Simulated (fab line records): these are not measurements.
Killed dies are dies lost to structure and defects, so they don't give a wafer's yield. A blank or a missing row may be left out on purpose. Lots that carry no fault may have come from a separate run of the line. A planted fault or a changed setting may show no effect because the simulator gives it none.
Chamber matching | flow gf180mcu | GF_V1_CMP_26 on cmp-01 has 4 sister chambers
The step polishes, stops on SiO2, t overpolish 15 s, target thk 0 nm. 8 wafers are shown with their chamber, then 7 later ones without.

== EACH WAFER AND ITS CHAMBER ==
wafer  | chamber | timeToEndpointS (s) | motorCurrentA (A)
L811.5 | 2       | 80                  | 10.3
L812.1 | 2       | 81                  | 10.7
L812.3 | 1       | 81                  | 10.1
L815.1 | 0       | 85                  | 10.9
L815.2 | 3       | 85                  | 10.5
L815.3 | 1       | 76                  | 10.2
L822.4 | 3       | 82                  | 10.8
L822.5 | 0       | 82                  | 10.9

== WAFERS WITH NO CHAMBER GIVEN ==
wafer  | timeToEndpointS (s) | motorCurrentA (A)
L822.6 | 84                  | 10.9
L829.2 | 77                  | 10.3
L829.3 | 82                  | 11.2
L829.5 | 79                  | 9.9
L830.2 | 87                  | 10.8
L830.3 | 75                  | 10.6
L830.5 | 91                  | 11.2

== WHICH CHAMBER EACH WENT THROUGH ==
wafer  | from the rows above               | in truth
L822.6 | can't be placed: 0 or 3           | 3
L829.2 | can't be placed: 1 or 2           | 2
L829.3 | can't be placed: 0 or 3           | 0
L829.5 | can't be placed: 1 or 2           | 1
L830.2 | can't be placed: 0 or 3 or 2      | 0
L830.3 | can't be placed: 2 or 1 or 3 or 0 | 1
L830.5 | can't be placed: 0 or 3           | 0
Placed correctly: 0 of 7. Can't be placed from these rows: 7 (the true chamber is among the candidates in 7). Number placed wrongly: 0.
How it was worked out, from the rows above alone: a wafer's distance from a chamber is the root of the sum, over the readings, of the square of ((its reading less the chamber's mean) divided by the reading's scatter). The wafer belongs to the nearest chamber; if the next one is less than 2 further off, it can't be placed. Each chamber's mean is taken over the wafers shown for it. The scatter: take each reading less its chamber's mean, square it, sum over the shown wafers, divide by the number of wafers less the number of chambers, and take the root.
